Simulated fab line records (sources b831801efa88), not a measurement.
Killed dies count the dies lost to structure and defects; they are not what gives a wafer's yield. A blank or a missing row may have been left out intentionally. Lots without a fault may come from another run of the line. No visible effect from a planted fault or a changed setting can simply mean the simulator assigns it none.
Which of the tools did it? -- flow sky130 -- at 1 step of a route of 708, 11 lots with 33 wafers sampled

== WHAT EACH GAUGE READ, for each wafer ==
SKY_CONTACT_CD_MEAS_14: target cd 170 nm.
lot,measured,on,cdNm (nm)
L114,day 31 18:49,cdSem-02,169.9 169.1 169.5
L118,day 33 01:38,cdSem-01,170.4 171.7 170.6
L117,day 33 04:11,cdSem-02,170.3 171.1 170.8
L124,day 35 00:04,cdSem-01,169.1 168.1 168.0
L125,day 35 10:09,cdSem-02,167.4 166.8 170.0
L126,day 35 14:10,cdSem-01,170.0 170.7 169.0
L131,day 37 02:03,cdSem-01,171.2 170.4 169.5
L133,day 37 18:19,cdSem-02,167.5 167.2 168.2
L135,day 38 04:19,cdSem-02,169.7 170.9 170.2
L136,day 38 06:23,cdSem-01,171.2 171.3 171.4
L137,day 38 18:11,cdSem-01,172.9 173.4 172.9

== TOOL THAT RAN EACH LOT (tool first, then ch and the chambers of the sampled wafers, then the start) ==
The record shows no process step preceding these readings.

== THE ANSWER, worked out from the rows above alone ==
Rule: the usual values come from the lots themselves. The widest of any qualifying gaps counts: lots, ordered by their means at a reading, are off when they make up no more than a third of the lots, leave a main group of 4 or more, and stand apart from it by 3 or more times the standard deviation of that group's means. Not used: any main group whose means are identical at the precision the tables above print for the reading. Also off: a lot with no number at a reading for which 4 or more lots have one. The other lots that the step has rows for count as sound.
Nothing can be told from this: no lot is off at any reading shown.

== WHAT WAS PUT IN BY THE SIMULATOR ==
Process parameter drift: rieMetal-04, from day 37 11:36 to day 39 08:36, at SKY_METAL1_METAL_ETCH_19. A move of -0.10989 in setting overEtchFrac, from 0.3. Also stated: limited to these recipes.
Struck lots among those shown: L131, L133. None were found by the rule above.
